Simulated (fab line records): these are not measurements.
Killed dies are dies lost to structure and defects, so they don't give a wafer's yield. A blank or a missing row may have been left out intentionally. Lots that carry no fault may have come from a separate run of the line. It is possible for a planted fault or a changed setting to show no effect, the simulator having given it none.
Problem report in the 8D (eight disciplines) form, filled by code ; flow sfq line ; the parts of the form that need people (team, actions taken, sign-off) are left out

== 1. THE ISSUE ==
Wafers without a fault read 0.874 a.u., standard deviation 0.0061; oes product au at SFQ_TRILAYER_L0_ETCH_METAL_ETCH_008 reads a mean of 0.374 a.u. on 9 wafers belonging to 3 lots. Relative to the usual mean, that is a shift of -82 standard deviations.
The step: etches MoNx KI in SF6/O2, stops on SiO2, target depth 50 nm, time 25 s.
First seen on wafer L158.2, day 5 00:57, on rie metal-01. Wafers with a number at this step in the record: 45, from 15 lots. The rule behind "out" and "out of limits": a value lying over 4 standard deviations away from the usual mean. Any other wafer with a number is counted as sound.

== 2. WHAT IT IS AND WHAT IT IS NOT ==
question;is;is not
which readings at this step;oes product au;bias w, chamber pressure mTorr, drypump motor current A
which lots;L158, L159, L160;L147, L149, L151, L154, L155, L157, L161, L166, L167, L168, L169, L170
which wafers of those lots;all that have a number;-
read on which tools;rie metal-01;rie metal-03, rie metal-04
when;from day 5 00:57;"up to then (18 sound wafers); but 18 sound wafers of L161, L166, L167, L168, L169, L170 came after"

== 3. SUSPECTS, AND WHAT RULES EACH OUT ==
Counting: a tool at any process step up to the reading remains a suspect when it ran all the lots that are out and ran no sound lot after the first of those.
- rie metal-01 at SFQ_TRILAYER_L0_BARC_OPEN_METAL_ETCH_010 (etches BARC in O2, target depth 125 nm, time 41.7 s): ruled out as a lasting fault. The sound lots L161, L169 went through it after L158, its earliest lot that is out (day 5 00:53).
- rie metal-01 at SFQ_TRILAYER_L0_ETCH_METAL_ETCH_008 (etches MoNx KI in SF6/O2, stops on SiO2, target depth 50 nm, time 25 s): ruled out as a lasting fault. The sound lots L161, L169 went through it after L158, its earliest lot that is out (day 5 00:57).
Left after counting: nothing in the record.

== 4. THE CAUSE (what the simulator had put in) ==
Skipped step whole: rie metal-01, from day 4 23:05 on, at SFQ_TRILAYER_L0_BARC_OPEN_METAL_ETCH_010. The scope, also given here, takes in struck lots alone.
Counting ruled it out, wrongly.

== 5. THE EFFECT CHAIN, in route order ==
Each row: a reading where the mean over the struck wafers with a number is more than 3 standard deviations away from the usual. Scope: only readings with a usual standard deviation given in the record; hours: median across lots of the time from each lot's start at the first step in this table that gives one to its start at this step; sigmas: change in usual standard deviations.
hours;step;reading;usual;on struck wafers;change;sigmas
0;SFQ_TRILAYER_L0_ETCH_METAL_ETCH_008;oes product au;0.874 a.u.;0.374;-0.500;-82
79;SFQ_TRILAYER_L0_VIA_ETCH_VIA_ETCH_016;oes product au;0.843 a.u.;0.377;-0.466;-61
Here are the process steps it includes:
- SFQ_TRILAYER_L0_ETCH_METAL_ETCH_008: etches MoNx KI in SF6/O2, stops on SiO2, target depth 50 nm, time 25 s.
- SFQ_TRILAYER_L0_VIA_ETCH_VIA_ETCH_016: etches SiO2 in CHF3, stops on MoNx KI, target depth 80 nm.
Readings that are blank on the struck wafers while sound wafers have them: bias w at SFQ_TRILAYER_L0_BARC_OPEN_METAL_ETCH_010; chamber pressure mTorr at SFQ_TRILAYER_L0_BARC_OPEN_METAL_ETCH_010; drypump motor current A at SFQ_TRILAYER_L0_BARC_OPEN_METAL_ETCH_010; he backside leak sccm at SFQ_TRILAYER_L0_BARC_OPEN_METAL_ETCH_010; oes product au at SFQ_TRILAYER_L0_BARC_OPEN_METAL_ETCH_010; exposure dose mJ cm2 at SFQ_TRILAYER_L0_VIA_LITHO_EXPOSE_014; focus offset nm at SFQ_TRILAYER_L0_VIA_LITHO_EXPOSE_014; I1_OVL at SFQ_I1_OVL_MEAS_913.

== 6. WHAT WOULD HAVE CAUGHT IT SOONER ==
First out-of-limits reading in this record: day 5 00:57, which is 2 hours after fault onset at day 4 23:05.
At SFQ_TRILAYER_L0_BARC_OPEN_METAL_ETCH_010 the tool's readings are blank on the struck wafers, where sound wafers have them: an empty tool record is the first sign, and it was there at once.
